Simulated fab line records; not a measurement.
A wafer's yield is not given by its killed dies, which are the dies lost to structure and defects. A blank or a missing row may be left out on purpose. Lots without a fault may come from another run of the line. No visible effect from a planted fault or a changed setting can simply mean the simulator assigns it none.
Comparing a struck lot with a sound one + flow sky130 + 14 steps out of a route of 708
Sound: the wafers L568.1, L568.4, L568.5. Wafers struck: L576.2, L576.4, L576.5. At the end, the cause is stated.
For every step that has rows: the tool of each side, followed by ch and its chambers, followed by its first start. Under that, the readings that differ: sound wafers + struck wafers + difference of the means + sigmas: that difference in standard deviations of wafers without a fault.
alike: words and numbers the same on both sides, and readings whose means are apart by under 2 such deviations; not compared: readings that were withheld, readings missing a value for some wafer, numbers with overlapping values and no deviation given by the record, and bounds like >300 which may hide the same value.
Wherever a step has rows on one side only, a row that says differs or no value, or a row with sigmas, the two part there. Non-overlapping numbers with no deviation appear without sigmas and do not part them. Lack of a reading on every wafer of one side parts them only where that side has two or more wafers.

first, 1 step without rows for these wafers: SKY_POLY_CUT_DEVELOP_07 (develop time 60 s).
SKY_POLY_CUT_CD_MEAS_08 targets a cd of 270 nm.
  sound on cdSem-02 at day 29 05:58; struck on cdSem-01 at day 32 06:08
| reading   | sound             | struck            | difference | sigmas |
|-----------|-------------------|-------------------|------------|--------|
| cdNm (nm) | 270.5 270.3 270.0 | 267.5 267.3 266.8 | -3.1       | -3     |
SKY_POLY_CUT_OVL_MEAS_09:
  sound on overlay-01 at day 29 06:05; struck on overlay-01 at day 32 06:14
  alike: POLY_CUT_OVL
SKY_POLY_CUT_ETCH_10: etches BARC in N2/H2, stops on SiO2, time 45.9 s, target depth 60 nm.
  sound on rieDiel-01 ch 0,1,3, day 29 06:07; struck on rieDiel-02 ch 0,1,3, day 32 06:16
  alike: drypumpMotorCurrentA, oesProductAu, throttleValvePct
  not compared: rfHoursCounterH
SKY_POLY_CUT_ETCH_11: etches Si3N4 in CF4/CH2F2/Ar, stops on poly-Si, time 42.5 s, target depth 60 nm.
  sound on rieDiel-01 ch 0,1,3, day 29 06:10; struck on rieDiel-02 ch 0,1,3, day 32 06:19
| reading             | sound             | struck            | difference | sigmas |
|---------------------|-------------------|-------------------|------------|--------|
| oesProductAu (a.u.) | 0.836 0.842 0.843 | 0.824 0.817 0.820 | -0.020     | -3     |
  alike: drypumpMotorCurrentA, throttleValvePct
  not compared: rfHoursCounterH
SKY_POLY_CUT_STRIP_12: strips in O2/N2.
  sound on plasmaAsher-02 ch 0,1, day 29 06:13; struck on plasmaAsher-03 ch 0,1, day 32 06:21
  alike: drypumpMotorCurrentA, oesProductAu, stripTimeToEndpointS
  not compared: rfHoursCounterH
then, 6 steps without rows for these wafers: SKY_SD_P_DEHYDRATE_00 (time 60 s); SKY_SD_P_HMDS_01 (prime time 60 s); SKY_SD_P_COAT_02 (resist thk 1140 nm); SKY_SD_P_SOFTBAKE_03 (time 60 s); SKY_SD_P_EXPOSE_04 (exposes mask PSDM, target cd 380 nm); SKY_SD_P_PEB_05.
SKY_SD_P_DEVELOP_06: develop time 60 s.
  sound on lithoTrack-02 ch 0, day 30 09:49; struck on lithoTrack-02 ch 0, day 33 09:05
SKY_SD_P_CD_MEAS_07 targets a cd of 380 nm.
  sound on cdSem-01 at day 30 09:58; struck on cdSem-01 at day 33 09:48
| reading   | sound             | struck            | difference | sigmas |
|-----------|-------------------|-------------------|------------|--------|
| cdNm (nm) | 380.4 381.8 382.4 | 153.7 151.7 152.9 | -228.8     | -88    |
  not compared: hold

== WHERE THEY PART ==
First at SKY_POLY_CUT_CD_MEAS_08; last, within this record, at SKY_SD_P_CD_MEAS_07.

WHY: what the simulator had put in
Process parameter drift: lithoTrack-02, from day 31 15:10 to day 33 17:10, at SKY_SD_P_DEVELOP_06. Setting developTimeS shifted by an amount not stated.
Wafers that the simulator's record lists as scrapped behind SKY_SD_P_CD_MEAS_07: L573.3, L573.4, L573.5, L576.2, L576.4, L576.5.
